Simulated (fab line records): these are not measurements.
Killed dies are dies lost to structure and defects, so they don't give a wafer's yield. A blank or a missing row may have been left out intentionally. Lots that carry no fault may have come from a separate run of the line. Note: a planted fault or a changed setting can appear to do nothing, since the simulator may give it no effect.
A lot that was struck, set against a sound lot + flow gf180mcu + 15 out of 602 route steps
Sound: wafers L801.2, L801.4, L801.5. Struck: wafer L796.2; the same lot's L796.1 was not struck, so it is left out; see the end for the cause.
At each step with rows: each side's tool, then ch and its chambers, then its first start. Under that, the readings that differ: sound wafers + struck wafers + difference of the means + sigmas: that difference in standard deviations of wafers without a fault.
alike: a reading whose means differ by less than 2 such deviations, as well as words and numbers matching on both sides. not compared: withheld readings; readings where some wafer has no value; bounds like >300 that might hide an equal value; numbers whose values overlap and for which the record gives no deviation.
Wherever a step has rows on one side only, a row that says differs or no value, or a row with sigmas, the two part there. When numbers do not overlap yet have no deviation, they are printed without sigmas and do not part them. A reading that every wafer of one side lacks parts them only if that side has two wafers or more.

first, 2 steps without rows for these wafers: GF_V3_ETCH_16 (etches BARC in N2/H2); GF_V3_ETCH_17 (etches SiO2 in C4F8/O2/Ar, stops on TiN, target depth 635 nm).
GF_V3_STRIP_18: strips in O2/N2.
  sound on plasmaAsher-02 ch 0, day 28 01:34; struck on plasmaAsher-01 ch 0, day 26 09:54
  alike: drypumpMotorCurrentA, heaterPowerW, oesProductAu, platenTempC
  not compared: rfHoursCounterH
then, 2 steps without rows for these wafers: GF_V3_STRIP_19 (strips in post etch residue remover, time 1200 s); GF_V3_CLEAN_20 (cleans in DIW).
GF_V3_SPUTTER_21: material Ti, target thk 15 nm, time 80.02 s.
  sound on pvdSputter-01, day 28 02:08; struck on pvdSputter-03, day 26 10:26
  alike: substrateTempC, throttleValvePct
GF_V3_SPUTTER_22: material TiN, target thk 10 nm, time 40 s.
  sound on pvdSputter-01, day 28 02:13; struck on pvdSputter-03, day 26 10:30
  alike: throttleValvePct
GF_V3_CVD_23: deposits W, target thk 350 nm, time 104.9 s.
  sound on cvdW-01 ch 0,1, day 28 02:14; struck on cvdW-01 ch 1, day 26 10:32
  alike: heaterPowerW
GF_V3_RS_MEAS_24: measurement is done with a four-point probe.
  sound on filmMetro-01, day 28 02:23; struck on filmMetro-03, day 26 10:39
  alike: V3_W_RS
GF_V3_THK_MEAS_25: measures by xrf.
  sound on filmMetro-01, day 28 02:29; struck on filmMetro-03, day 26 10:46
  alike: V3_W_THK
GF_V3_CMP_26: polishes, stops on SiO2, t overpolish 15 s, target thk 0 nm.
  sound on cmp-01 ch 2,3, day 28 02:32; struck on cmp-02 ch 2, day 26 10:56
  alike: motorCurrentA, overpolishRunS, timeToEndpointS
then, 1 step without rows for these wafers: GF_M4_SPUTTER_00 (material Ti, target thk 37.5 nm, time 150 s).
GF_M4_SPUTTER_01: material TiN, target thk 30 nm, time 25 s.
  sound on pvdSputter-04, day 28 02:56; struck on pvdSputter-02, day 26 11:14
| reading                               | sound             | struck | difference | sigmas |
|---------------------------------------|-------------------|--------|------------|--------|
| throttleValvePct (%)                  | 29.3 27.3 30.7    | 31.4   | +2.3       | +2     |
| model.TiN_of_M4_SPUTTER_01.thkNm (nm) | 29.82 29.91 29.87 | 26.67  | -3.20      |        |
then, 1 step without rows for these wafers: GF_M4_SPUTTER_02 (material AlCu, target thk 450 nm, time 23.9 s).
GF_PASSIVATION_PROBE_99:
  rows exist in the record for the sound wafers here (prober-02, day 33 16:38), none for the struck ones

WHERE THEY PART
Earliest at GF_M4_SPUTTER_01; latest, in this record, at GF_PASSIVATION_PROBE_99.

WHY: what had been put in by the simulator
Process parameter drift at GF_M4_SPUTTER_01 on pvdSputter-02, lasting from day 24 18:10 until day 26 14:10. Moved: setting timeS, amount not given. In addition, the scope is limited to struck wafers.
